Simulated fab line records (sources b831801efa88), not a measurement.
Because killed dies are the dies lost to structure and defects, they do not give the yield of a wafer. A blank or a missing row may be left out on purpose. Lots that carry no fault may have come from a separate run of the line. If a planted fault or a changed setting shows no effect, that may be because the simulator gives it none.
A single fault, viewed from 2 desks :: flow gf180mcu :: each desk holds nothing but its own numbers, with what lay behind them at the end

## THE METROLOGY DESK
Lot by lot, what the gauges showed, no matter which tool ran the lot: averages of those sampled wafers that carry a number. Any lot whose mean is over 4 standard deviations away from the usual mean is out of limits and marked OUT; that distance is given in the brackets.
Columns: A = NWELL_TW at GF_NWELL_TW_MEAS_11, usual 1571; B = LVPWELL_TW at GF_LVPWELL_TW_MEAS_11, usual 557; C = MVSD_TW at GF_MVSD_TW_MEAS_11, usual 1572; D = V1_OVL at GF_V1_OVL_MEAS_15, usual 0 nm; E = V1_W_THK at GF_V1_THK_MEAS_25, usual 360 nm
lot: L521
first seen here: day 3 07:23
A: 1588
B: 551
C: 1554
D: 10
E: 358

lot: L522
first seen here: day 3 11:29
A: 1570
B: 561
C: 1589
D: -3
E: 363

lot: L524
first seen here: day 4 08:52
A: 1590
B: 560
C: 1585
D: 0
E: 368

lot: L525
first seen here: day 4 09:34
A: 1584
B: 564
C: 1559
D: -5
E: 361

lot: L528
first seen here: day 5 06:39
A: 1838 (+19) OUT
B: 1362 (+99 or more) OUT
C: 1848 (+15) OUT
D: 2
E: 362

lot: L533
first seen here: day 6 01:54
A: 1856 (+20) OUT
B: 1367 (+99 or more) OUT
C: 1846 (+15) OUT
D: 1
E: 359

lot: L539
first seen here: day 7 10:13
A: 1574
B: 551
C: 1585
D: 1
E: 364

lot: L540
first seen here: day 7 18:16
A: 1570
B: 548
C: 1590
D: 2
E: 353

lot: L542
first seen here: day 8 01:53
A: 1588
B: 549
C: 1546
D: 1
E: 361

lot: L543
first seen here: day 8 08:32
A: 1550
B: 549
C: 1542
D: -7
E: 359

lot: L544
first seen here: day 8 13:45
A: 1583
B: 546
C: 1549
D: -2
E: 357
This desk's result: L528, L533 out of limits, first on L528 (NWELL_TW at GF_NWELL_TW_MEAS_11), day 5 06:39. L521, L522, L524, L525, L539, L540, L542, L543, L544: within limits.

## DESK OF THE TOOL OWNER: lithoTrack-01
The tool's own readings at GF_DNWELL_COAT_02 (resist thk 3000 nm): means of the sampled wafers that have a number, for each lot that ran on this tool. Any lot whose mean is over 4 standard deviations away from the usual mean is out of limits and marked OUT; that distance is given in the brackets.
Columns: A = spinSpeedRpm at GF_DNWELL_COAT_02, usual 1972.0 rpm
lot: L522
first seen here: day 2 17:18
A: 1972.1

lot: L525
first seen here: day 3 12:05
A: 1972.8

lot: L528
first seen here: day 4 07:27
A: 1972.6

lot: L533
first seen here: day 5 03:24
A: 1971.2
This desk's verdict: no lot among the 4 shows anything out of limits.

## BROUGHT TOGETHER
Metrology desk: alarm possible at day 5 06:39 on L528, L533.
Nothing out of limits was seen by the tool owner's desk.
On record at the tool owner's desk: L528, L533, within its limits.
GF_DNWELL_COAT_02 was run on lithoTrack-01 by each of the lots named.

## WHAT HAD BEEN PUT IN BY THE SIMULATOR
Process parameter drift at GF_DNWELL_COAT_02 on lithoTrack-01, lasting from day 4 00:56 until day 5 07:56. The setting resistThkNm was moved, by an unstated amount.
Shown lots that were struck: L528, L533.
Per desk, hours elapsed from the start of the fault to the first reading out of limits: for the metrology desk, 30.
